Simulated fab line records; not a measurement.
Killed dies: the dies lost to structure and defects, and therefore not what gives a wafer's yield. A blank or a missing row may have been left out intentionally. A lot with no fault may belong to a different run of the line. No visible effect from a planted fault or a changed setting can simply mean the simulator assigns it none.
Matching of chambers -- flow sky130 -- 4 sister chambers for SKY_POLY_GATE_ETCH_15 on rie-diel-02
The step etches BARC in N2/H2, stops on SiO2, time 118.5 s, target depth 110 nm. 4 wafers are shown with their chamber, then 7 later ones without.

## WAFERS PAIRED WITH THEIR CHAMBERS
wafer,chamber,drypump-motor-current-A (A)
L486.1,3,6.0
L486.5,2,5.8
L487.2,1,6.3
L487.3,0,6.8

## WAFERS WHOSE CHAMBER IS MISSING
wafer,drypump-motor-current-A (A)
L487.5,5.8
L489.2,6.0
L489.4,6.3
L489.5,6.8
L492.1,6.8
L492.5,6.4
L492.6,6.8

## CHAMBER TAKEN BY EACH
wafer,from the rows above,in truth
L487.5,2,2
L489.2,3,3
L489.4,1,1
L489.5,0,0
L492.1,0,0
L492.5,1,1
L492.6,0,0
Correctly placed: 7 of 7. From these rows, 0 cannot be placed. Placed wrongly: 0.
How it was worked out, from the rows above alone: a wafer's distance from a chamber is the root of the sum, over the readings, of the square of ((its reading less the chamber's mean) divided by the reading's scatter). If the next closest chamber is less than 2 further off than the closest, the wafer can't be placed; otherwise it belongs to the closest. Each chamber's mean is taken over the wafers shown for it. The scatter: root of mean squared gap, hidden wafer to nearest shown wafer, with one shown wafer a chamber.
